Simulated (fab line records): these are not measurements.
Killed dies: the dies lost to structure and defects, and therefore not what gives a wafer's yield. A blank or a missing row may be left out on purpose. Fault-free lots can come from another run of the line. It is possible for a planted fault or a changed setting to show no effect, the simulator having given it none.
Which tool is to blame? | flow sky130 | Sampling: 11 lots, 33 wafers, 4 of 708 route steps

== WHAT EACH GAUGE READ, for each wafer ==
SKY_METAL4_CD_MEAS_13: target cd 300 nm.
lot  | measured     | on        | cd_nm (nm)
L515 | day 41 18:05 | cd_sem-01 | 299.7 298.7 300.4
L518 | day 42 17:28 | cd_sem-01 | 299.6 299.2 298.6
L520 | day 43 13:08 | cd_sem-01 | 299.4 299.0 299.1
L523 | day 44 05:20 | cd_sem-01 | 280.1 247.6 271.0
L524 | day 44 13:35 | cd_sem-02 | 297.5 299.3 299.9
L525 | day 44 15:52 | cd_sem-02 | 277.0 290.3 290.3
L532 | day 47 11:08 | cd_sem-01 | 300.9 300.3 301.3
L533 | day 47 12:19 | cd_sem-02 | 299.2 300.1 302.0
L534 | day 47 12:35 | cd_sem-01 | 302.7 303.2 302.9
L536 | day 47 13:47 | cd_sem-02 | 299.0 299.1 299.7
L535 | day 47 15:28 | cd_sem-01 | 300.1 301.0 299.6

== EACH LOT AND THE TOOL THAT RAN IT (in order: tool; ch and the chambers of the sampled wafers; start) ==
lot  | SKY_METAL2_STRIP_20                  | SKY_VIA2_CMP_24               | SKY_METAL4_EXPOSE_10
L515 | plasma_asher-01 ch 0,1, day 35 03:23 | cmp-01 ch 0,2,3, day 36 08:14 | krf_scanner-01 ch 0, day 41 07:04
L518 | plasma_asher-02 ch 0,1, day 36 04:59 | cmp-01 ch 0,3, day 37 09:18   | krf_scanner-02 ch 0, day 42 05:25
L520 | plasma_asher-03 ch 0,1, day 37 03:35 | cmp-02 ch 0,3, day 38 07:23   | krf_scanner-02 ch 0, day 43 00:13
L523 | plasma_asher-03 ch 0,1, day 38 00:25 | cmp-01 ch 1,2, day 39 04:18   | krf_scanner-02 ch 0, day 43 19:06
L524 | plasma_asher-03 ch 0,1, day 38 05:41 | cmp-02 ch 0,2,3, day 39 09:23 | krf_scanner-01 ch 0, day 44 00:46
L525 | plasma_asher-03 ch 0,1, day 38 09:50 | cmp-01 ch 0,1,3, day 39 13:17 | krf_scanner-02 ch 0, day 44 03:01
L532 | plasma_asher-03 ch 0,1, day 41 16:16 | cmp-01 ch 0,1, day 42 18:43   | krf_scanner-02 ch 0, day 47 01:05
L533 | plasma_asher-02 ch 0,1, day 41 16:23 | cmp-01 ch 0,2, day 42 19:19   | krf_scanner-02 ch 0, day 47 02:09
L534 | plasma_asher-03 ch 0,1, day 41 17:19 | cmp-02 ch 0,1,3, day 42 19:47 | krf_scanner-02 ch 0, day 47 02:15
L536 | plasma_asher-03 ch 0,1, day 41 17:49 | cmp-02 ch 0,3, day 42 20:35   | krf_scanner-02 ch 0, day 47 03:32
L535 | plasma_asher-02 ch 0,1, day 41 20:52 | cmp-02 ch 1,2,3, day 42 23:14 | krf_scanner-02 ch 0, day 47 05:49
- SKY_METAL2_STRIP_20: strips in O2/N2.
- SKY_VIA2_CMP_24: polishes, stops on SiO2, t overpolish 20 s, target thk 0 nm.
- SKY_METAL4_EXPOSE_10: exposes mask MM4, target cd 300 nm.

== THE ANSWER, worked out from the rows above alone ==
Rule: the lots themselves supply what counts as usual. The widest of any qualifying gaps counts: lots, ordered by their means at a reading, are off when they make up no more than a third of the lots, leave a main group of 4 or more, and stand apart from it by 3 or more times the standard deviation of that group's means. A main group whose means are all the same, to the digits that the tables above print for the reading, isn't used. A lot without any number at a reading at which 4 lots or more have one is off too. All remaining lots with rows at the step are treated as sound.
Off, at SKY_METAL4_CD_MEAS_13 on cd_nm: L523, L525. Main group: mean 300.1 nm, sd 1.2.
If a tool, at a process step before that reading, ran all the lots that are off and no sound lot after the first of them, it fits. Those tools and the gauges at SKY_METAL4_CD_MEAS_13 are tried in the same way. None of those tried fits.

== WHAT THE SIMULATOR HAD INSERTED ==
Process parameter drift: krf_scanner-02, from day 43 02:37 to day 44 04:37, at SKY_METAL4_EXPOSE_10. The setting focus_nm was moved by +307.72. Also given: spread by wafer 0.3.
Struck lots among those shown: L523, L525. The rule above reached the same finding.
